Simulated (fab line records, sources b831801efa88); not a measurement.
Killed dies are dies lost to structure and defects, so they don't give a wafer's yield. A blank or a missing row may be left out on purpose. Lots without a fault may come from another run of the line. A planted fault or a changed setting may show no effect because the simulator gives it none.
Which tool did it? | flow sky130 | 7 lots, 21 wafers sampled, at 2 steps of a route of 708

WHAT THE GAUGES READ, wafer by wafer
SKY_LI_CONTACT_RS_MEAS_22: measures by four-point-probe.
lot  | measured     | on            | LI_CONTACT_W_RS (ohm/sq)
L317 | day 29 18:23 | film_metro-02 | 0.281 0.283 0.283
L320 | day 30 12:16 | film_metro-01 | 0.281 0.286 0.289
L322 | day 32 12:24 | film_metro-03 | 0.283 0.279 0.282
L325 | day 32 14:14 | film_metro-01 | 0.278 0.280 0.282
L331 | day 34 08:01 | film_metro-01 | 0.286 0.264 0.267
L335 | day 36 08:26 | film_metro-03 | 0.282 0.282 0.280
L337 | day 36 12:14 | film_metro-02 | 0.280 0.279 0.279

WHICH TOOL RAN EACH LOT (tool, then ch and the chambers of the sampled wafers, then the start)
lot  | SKY_LI_CONTACT_CVD_21
L317 | cvd_w-01 ch 0,1, day 29 18:16
L320 | cvd_w-02 ch 1, day 30 12:08
L322 | cvd_w-01 ch 0,1, day 32 12:16
L325 | cvd_w-01 ch 0,1, day 32 14:07
L331 | cvd_w-02 ch 0,1, day 34 07:52
L335 | cvd_w-01 ch 0,1, day 36 08:19
L337 | cvd_w-01 ch 0,1, day 36 12:05
- SKY_LI_CONTACT_CVD_21: deposits W, target thk 400 nm, time 120.56 s.

THE ANSWER, worked out from the rows above alone
Rule: what is usual is taken from the lots themselves. Put in order of their means at a reading, lots are off if they are a third of the lots or fewer, leave a main group of 4 or more, and stand apart from it by a gap of 3 or more times the standard deviation of the main group's means; of several such gaps the widest counts. A main group whose means are all the same, to the digits that the tables above print for the reading, isn't used. A lot without any number at a reading at which 4 lots or more have one is off too. The other lots that the step has rows for count as sound.
Off: L331, at SKY_LI_CONTACT_RS_MEAS_22 (LI_CONTACT_W_RS). The main group: mean 0.282 ohm/sq, standard deviation 0.0019.
A tool fits if, at a process step before that reading, it ran every lot that is off, and no sound lot after the first of them. The gauges at SKY_LI_CONTACT_RS_MEAS_22 are tried like those tools. Can't be told from this: 2 tools fit, cvd_w-02 at SKY_LI_CONTACT_CVD_21, film_metro-01 at SKY_LI_CONTACT_RS_MEAS_22.

WHAT THE SIMULATOR HAD PUT IN
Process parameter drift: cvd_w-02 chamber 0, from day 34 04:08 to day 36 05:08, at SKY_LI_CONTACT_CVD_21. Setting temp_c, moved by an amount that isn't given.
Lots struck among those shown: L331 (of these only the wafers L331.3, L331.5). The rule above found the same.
